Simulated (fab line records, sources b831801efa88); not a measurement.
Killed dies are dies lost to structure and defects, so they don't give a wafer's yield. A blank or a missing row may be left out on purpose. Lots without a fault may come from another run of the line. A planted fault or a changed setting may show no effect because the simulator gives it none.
Split-lot experiment | flow gf180mcu | 5 lots, 23 wafers read, on a route of 602 steps

THE SPLIT
At GF_M2_SPUTTER_01 (material TiN, target thk 30 nm, time 25 s), the setting time_s was moved away from the recipe's 25 s on 8 of the 23 wafers read, by +4.6% to +9.0%. The other wafers ran this setting at the recipe's value.

The reading is taken at the split's own step.

THE READING
TiN_of_M2_SPUTTER_01.thk_nm (the simulator's own value, which no gauge read), in nm, at GF_M2_SPUTTER_01 (material TiN, target thk 30 nm, time 25 s). The file gives no usual value for it. The 15 wafers here that ran the recipe average 30.21 nm, standard deviation 0.31 nm.

wafer  | tool, chamber at the split | time_s as run, s | against the recipe | TiN_of_M2_SPUTTER_01.thk_nm, nm | against lot-mates on the recipe
L074.1 | pvd_sputter-04, -          | 26.16            | +4.6%              | 31.55                           | +1.24
L074.2 | pvd_sputter-04, -          | 25               | recipe             | 30.24                           | -
L074.4 | pvd_sputter-04, -          | 25               | recipe             | 30.24                           | -
L074.3 | pvd_sputter-04, -          | 25               | recipe             | 30.44                           | -
L074.5 | pvd_sputter-04, -          | 26.16            | +4.6%              | 31.87                           | +1.56
L076.1 | pvd_sputter-02, -          | 26.64            | +6.6%              | 31.3                            | +1.80
L076.3 | pvd_sputter-02, -          | 26.64            | +6.6%              | 31.77                           | +2.27
L076.4 | pvd_sputter-02, -          | 25               | recipe             | 29.57                           | -
L076.5 | pvd_sputter-02, -          | 26.64            | +6.6%              | 31.72                           | +2.22
L076.6 | pvd_sputter-02, -          | 25               | recipe             | 29.42                           | -
L079.1 | pvd_sputter-04, -          | 25               | recipe             | 30.25                           | -
L079.5 | pvd_sputter-04, -          | 25               | recipe             | 30.25                           | -
L079.4 | pvd_sputter-04, -          | 25               | recipe             | 30.11                           | -
L080.1 | pvd_sputter-02, -          | 27.25            | +9.0%              | 33.27                           | +2.76
L080.2 | pvd_sputter-02, -          | 25               | recipe             | 30.61                           | -
L080.3 | pvd_sputter-02, -          | 27.25            | +9.0%              | 33.24                           | +2.73
L080.5 | pvd_sputter-02, -          | 27.25            | +9.0%              | 33.28                           | +2.77
L080.6 | pvd_sputter-02, -          | 25               | recipe             | 30.42                           | -
L083.2 | pvd_sputter-02, -          | 25               | recipe             | 30.35                           | -
L083.3 | pvd_sputter-02, -          | 25               | recipe             | 30.41                           | -
L083.4 | pvd_sputter-02, -          | 25               | recipe             | 30.53                           | -
L083.5 | pvd_sputter-02, -          | 25               | recipe             | 30.1                            | -
L083.6 | pvd_sputter-02, -          | 25               | recipe             | 30.22                           | -

THE FIT
A straight line over all 23 wafers: TiN_of_M2_SPUTTER_01.thk_nm changes by +0.301 nm for each +1% of time_s; r = +0.94; the points scatter about the line by 0.38 nm.
The same after taking each lot's own level away (the mean of its wafers on the recipe; 23 wafers): +0.31 nm for each +1%; r = +0.99; scatter 0.14 nm.
On that fit, the largest move of time_s shifts the reading by 2.8 nm.
The lots' own levels span 29.495 to 30.515 nm, that is 3.2 times the standard deviation above.
So the lot-to-lot level changes the slope little: the two slopes agree.
Check: with one of the wafers moved furthest among these (+9.0%) left out of the fit, the line predicts +2.8 nm for it against its lot-mates. It came out at +2.76 nm against them.

OTHER SPLITS ON THESE WAFERS
These wafers also went through other splits before the reading. Each is held against what the fit with the lots' levels taken away leaves over:
other split on the same wafers | wafers away from the commonest value | r with TiN_of_M2_SPUTTER_01.thk_nm (lot level and that fit taken away)
GF_M1_STRIP_17 o2_flow_sccm    | 8                                    | +0.00

THE FILE'S OWN FIT
TiN_of_M2_SPUTTER_01.thk_nm changes by +0.309 nm for each +1% of time_s, r = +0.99.
